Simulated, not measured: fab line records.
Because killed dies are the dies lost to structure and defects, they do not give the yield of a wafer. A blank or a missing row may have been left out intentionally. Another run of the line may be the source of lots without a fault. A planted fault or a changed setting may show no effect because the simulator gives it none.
Which tool did it? + flow sfq-line + 6 lots, 18 wafers sampled, at 3 steps of a route of 325

== WHAT THE GAUGES READ, wafer by wafer ==
SFQ_M4_OVL_MEAS_926.
| lot  | measured     | on         | M4_OVL (nm) |
|------|--------------|------------|-------------|
| L240 | day 44 22:58 | overlay-02 | -4 2 4      |
| L242 | day 46 03:34 | overlay-01 | -15 -6 -3   |
| L244 | day 46 07:05 | overlay-02 | -5 -8 -13   |
| L252 | day 51 08:08 | overlay-01 | 2 0 -3      |
| L258 | day 59 06:27 | overlay-01 | 7 0 5       |
| L260 | day 59 16:03 | overlay-02 | 12 15 13    |

== TOOL THAT RAN EACH LOT (tool first, then ch and the chambers of the sampled wafers, then the start) ==
| lot  | SFQ_TRILAYER_M0_STRIP_STRIP_025   | SFQ_TRILAYER_I2_VIA_BARC_OPEN_VIA_ETCH_096 |
|------|-----------------------------------|--------------------------------------------|
| L240 | rie-metal-03 ch 0,1, day 9 09:19  | rie-diel-01 ch 0,3, day 30 11:42           |
| L242 | rie-metal-03 ch 0,1, day 9 13:55  | rie-diel-03 ch 2,3, day 30 20:06           |
| L244 | rie-metal-02 ch 0, day 10 01:28   | rie-diel-01 ch 2,3, day 33 14:45           |
| L252 | rie-metal-04 ch 0,1, day 11 23:21 | rie-diel-02 ch 1,2,3, day 39 23:43         |
| L258 | rie-metal-02 ch 0,1, day 18 15:07 | rie-diel-03 ch 0,2, day 42 03:26           |
| L260 | rie-metal-03 ch 0,1, day 19 11:31 | rie-diel-03 ch 0,2,3, day 42 13:09         |
- SFQ_TRILAYER_M0_STRIP_STRIP_025: strips in O2.
- SFQ_TRILAYER_I2_VIA_BARC_OPEN_VIA_ETCH_096: etches BARC in O2, target depth 125 nm, time 41.7 s.

== THE ANSWER, worked out from the rows above alone ==
Rule: what is usual is taken from the lots themselves. The widest of any qualifying gaps counts: lots, ordered by their means at a reading, are off when they make up no more than a third of the lots, leave a main group of 4 or more, and stand apart from it by 3 or more times the standard deviation of that group's means. If all means in a main group match to the digits the tables above print for the reading, that group is not used. Also off: a lot with no number at a reading for which 4 or more lots have one. Where the step has rows for the other lots, those lots are counted as sound.
Across all readings shown, no lot is off: no conclusion can be drawn from this.

== WHAT WAS PUT IN BY THE SIMULATOR ==
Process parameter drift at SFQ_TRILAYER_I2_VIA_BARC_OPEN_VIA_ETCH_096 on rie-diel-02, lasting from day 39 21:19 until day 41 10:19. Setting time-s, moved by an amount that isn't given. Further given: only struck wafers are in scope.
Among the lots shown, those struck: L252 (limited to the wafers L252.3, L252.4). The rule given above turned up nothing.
